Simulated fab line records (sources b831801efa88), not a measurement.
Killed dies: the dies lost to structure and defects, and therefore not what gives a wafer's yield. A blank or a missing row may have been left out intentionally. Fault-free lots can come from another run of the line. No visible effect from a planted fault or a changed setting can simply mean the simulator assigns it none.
One fault through the eyes of 2 desks -- flow sky130 -- numbers are kept per desk, each desk with only its own; the story behind them comes last

THE METROLOGY DESK
Lot by lot, what the gauges showed, no matter which tool ran the lot: averages of those sampled wafers that carry a number. A lot is out of limits, marked OUT, if its mean lies more than 4 standard deviations from the usual mean; the brackets give that distance.
Columns: A = LOCAL_INTERCONNECT_TIN_RS at SKY_LOCAL_INTERCONNECT_RS_MEAS_01, usual 14.10 ohm/sq; B = LOCAL_INTERCONNECT_TIN_THK at SKY_LOCAL_INTERCONNECT_THK_MEAS_02, usual 100.1 nm; C = cd-nm at SKY_LOCAL_INTERCONNECT_CD_MEAS_11, usual 170.1 nm; D = LOCAL_INTERCONNECT_OVL at SKY_LOCAL_INTERCONNECT_OVL_MEAS_12, usual 3 nm
lot,first seen here,A,B,C,D
L188,day 29 05:01,14.04,100.5,169.9,-2
L193,day 30 21:57,14.13,99.6,171.9,8
L197,day 32 02:35,14.18,99.2,170.6,5
L204,day 34 03:59,14.02,100.4,170.4,8
L209,day 36 03:03,13.99,100.4,171.7,1
Result from this desk: across the 5 lots, nothing is out of limits.

THE TOOL OWNER'S DESK: rie-metal-01
The tool's own readings at SKY_LOCAL_INTERCONNECT_ETCH_13 (etches BARC in N2/H2, stops on SiO2, time 45.9 s, target depth 60 nm): means of the sampled wafers that have a number, for each lot that ran on this tool. A lot is out of limits, marked OUT, if its mean lies more than 4 standard deviations from the usual mean; the brackets give that distance.
Columns: A = drypump-motor-current-A at SKY_LOCAL_INTERCONNECT_ETCH_13, usual 5.9 A; B = h2-flow-sccm at SKY_LOCAL_INTERCONNECT_ETCH_13, usual 200.0 sccm; C = oes-product-au at SKY_LOCAL_INTERCONNECT_ETCH_13, usual 0.854 a.u.; D = run-length-s at SKY_LOCAL_INTERCONNECT_ETCH_13, usual 74.1 s; E = throttle-valve-pct at SKY_LOCAL_INTERCONNECT_ETCH_13, usual 13.224 %
lot,first seen here,A,B,C,D,E
L197,day 33 07:05,5.4,200.2,0.806 (-11) OUT,79.9 (+11) OUT,13.215
L209,day 37 05:19,5.4,199.7,0.850,73.9,13.220
This desk finds L197 out of limits, L197 being first, at day 33 07:05 (oes-product-au at SKY_LOCAL_INTERCONNECT_ETCH_13). L209 stayed within limits.

BROUGHT TOGETHER
On L197, at day 33 07:05, an alarm was possible from the tool owner's desk.
Metrology desk: nothing out of limits seen.
The metrology desk holds a record of L197, inside its limits.
SKY_LOCAL_INTERCONNECT_ETCH_13 was run on rie-metal-01 by each of the lots named.

WHAT HAD BEEN PUT IN BY THE SIMULATOR
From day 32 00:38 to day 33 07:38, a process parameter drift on rie-metal-01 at SKY_LOCAL_INTERCONNECT_ETCH_13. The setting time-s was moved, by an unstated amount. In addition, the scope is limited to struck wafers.
Struck lots among those shown: L197.
Hours from the fault's start to each desk's first reading out of limits: the tool owner's desk, 30.
